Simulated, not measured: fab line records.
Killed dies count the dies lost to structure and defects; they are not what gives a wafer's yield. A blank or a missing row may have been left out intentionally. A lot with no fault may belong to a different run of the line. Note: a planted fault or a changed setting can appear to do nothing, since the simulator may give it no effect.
What tool caused it? :: flow sky130 :: Sampling: 13 lots, 39 wafers, 2 of 708 route steps

## WHAT THE GAUGES SHOWED, per wafer
The record lacks any reading of a measuring or inspecting step that a usual standard deviation could be used to judge.

## EACH LOT AND THE TOOL THAT RAN IT (in order: tool; ch and the chambers of the sampled wafers; start)
lot: L501
SKY_CONTACT_ETCH_16: rie diel-04 ch 0,2,3, day 31 14:52
SKY_PAD_OPEN_PROBE_99: -

lot: L502
SKY_CONTACT_ETCH_16: rie diel-04 ch 1,2, day 32 03:55
SKY_PAD_OPEN_PROBE_99: -

lot: L503
SKY_CONTACT_ETCH_16: rie diel-03 ch 0,1,2, day 32 06:34
SKY_PAD_OPEN_PROBE_99: -

lot: L505
SKY_CONTACT_ETCH_16: rie diel-04 ch 0,1, day 32 21:10
SKY_PAD_OPEN_PROBE_99: -

lot: L506
SKY_CONTACT_ETCH_16: rie diel-03 ch 1,2,3, day 34 19:22
SKY_PAD_OPEN_PROBE_99: -

lot: L507
SKY_CONTACT_ETCH_16: rie diel-04 ch 0,1, day 34 20:34
SKY_PAD_OPEN_PROBE_99: -

lot: L510
SKY_CONTACT_ETCH_16: rie diel-04 ch 1,3, day 34 22:26
SKY_PAD_OPEN_PROBE_99: -

lot: L509
SKY_CONTACT_ETCH_16: rie diel-03 ch 0,2,3, day 34 23:35
SKY_PAD_OPEN_PROBE_99: -

lot: L511
SKY_CONTACT_ETCH_16: rie diel-04 ch 1,3, day 35 07:14
SKY_PAD_OPEN_PROBE_99: -

lot: L512
SKY_CONTACT_ETCH_16: rie diel-01 ch 0,1,2, day 35 07:58
SKY_PAD_OPEN_PROBE_99: -

lot: L514
SKY_CONTACT_ETCH_16: rie diel-01 ch 0,1,3, day 35 16:52
SKY_PAD_OPEN_PROBE_99: -

lot: L521
SKY_CONTACT_ETCH_16: rie diel-04 ch 0,3, day 38 16:49
SKY_PAD_OPEN_PROBE_99: prober-01, day 50 20:56

lot: L519
SKY_CONTACT_ETCH_16: rie diel-03 ch 0,1,2, day 38 17:10
SKY_PAD_OPEN_PROBE_99: -
- SKY_CONTACT_ETCH_16: etches BARC in N2/H2, stops on SiO2, time 45.9 s, target depth 60 nm.
- SKY_PAD_OPEN_PROBE_99

## AS READ BY THE TOOLS THEMSELVES (means over the sampled wafers that have a number; for cases with no such wafer, the mark the record gives instead)
SKY_CONTACT_ETCH_16.
lot: L501
tool: rie diel-04
drypump motor current A (A): 5.4
h2 flow sccm (sccm): 200.1
oes product au (a.u.): 0.855
throttle valve pct (%): 13.220

lot: L502
tool: rie diel-04
drypump motor current A (A): 5.9
h2 flow sccm (sccm): 200.1
oes product au (a.u.): 0.859
throttle valve pct (%): 13.230

lot: L503
tool: rie diel-03
drypump motor current A (A): 5.2
h2 flow sccm (sccm): 199.3
oes product au (a.u.): 0.857
throttle valve pct (%): 13.233

lot: L505
tool: rie diel-04
drypump motor current A (A): 5.1
h2 flow sccm (sccm): 200.4
oes product au (a.u.): 0.852
throttle valve pct (%): 13.225

lot: L506
tool: rie diel-03
drypump motor current A (A): 5.5
h2 flow sccm (sccm): 200.2
oes product au (a.u.): 0.855
throttle valve pct (%): 13.228

lot: L507
tool: rie diel-04
drypump motor current A (A): 5.1
h2 flow sccm (sccm): 199.9
oes product au (a.u.): 0.856
throttle valve pct (%): 13.231

lot: L510
tool: rie diel-04
drypump motor current A (A): 5.4
h2 flow sccm (sccm): 200.1
oes product au (a.u.): 0.860
throttle valve pct (%): 13.225

lot: L509
tool: rie diel-03
drypump motor current A (A): 5.5
h2 flow sccm (sccm): 200.2
oes product au (a.u.): 0.855
throttle valve pct (%): 13.227

lot: L511
tool: rie diel-04
drypump motor current A (A): 5.3
h2 flow sccm (sccm): 200.0
oes product au (a.u.): 0.850
throttle valve pct (%): 13.221

lot: L512
tool: rie diel-01
drypump motor current A (A): 5.5
h2 flow sccm (sccm): 199.7
oes product au (a.u.): 0.858
throttle valve pct (%): 13.212

lot: L514
tool: rie diel-01
drypump motor current A (A): 5.9
h2 flow sccm (sccm): 200.1
oes product au (a.u.): 0.855
throttle valve pct (%): 13.223

lot: L521
tool: rie diel-04
drypump motor current A (A): 5.0
h2 flow sccm (sccm): 200.0
oes product au (a.u.): 0.851
throttle valve pct (%): 13.230

lot: L519
tool: rie diel-03
drypump motor current A (A): 5.3
h2 flow sccm (sccm): 198.9
oes product au (a.u.): 0.854
throttle valve pct (%): 13.222

SKY_PAD_OPEN_PROBE_99.
lot: L521
tool: prober-01
killed_at_M0_to_M3: 44
killed_at_M4_up: 4.0
killed at contacts: 46
killed at front end: 14
killed at other: 0.0
killed dies: 108
killed open: 47
killed short: 38

## THE ANSWER, worked out from the rows above alone
Rule: what is usual is taken from the lots themselves. Put in order of their means at a reading, lots are off if they are a third of the lots or fewer, leave a main group of 4 or more, and stand apart from it by a gap of 3 or more times the standard deviation of the main group's means; of several such gaps the widest counts. A main group whose means are all the same, to the digits that the tables above print for the reading, isn't used. A lot without any number at a reading at which 4 lots or more have one is off too. Where the step has rows for the other lots, those lots are counted as sound. First the gauges in route order, then the tools' own readings, where a lot's mean is used as printed above. At the first step where some lot is off, the reading lying furthest off is the one used; lots without a number count as furthest.
Across all readings shown, no lot is off: no conclusion can be drawn from this.

## WHAT WAS PUT IN BY THE SIMULATOR
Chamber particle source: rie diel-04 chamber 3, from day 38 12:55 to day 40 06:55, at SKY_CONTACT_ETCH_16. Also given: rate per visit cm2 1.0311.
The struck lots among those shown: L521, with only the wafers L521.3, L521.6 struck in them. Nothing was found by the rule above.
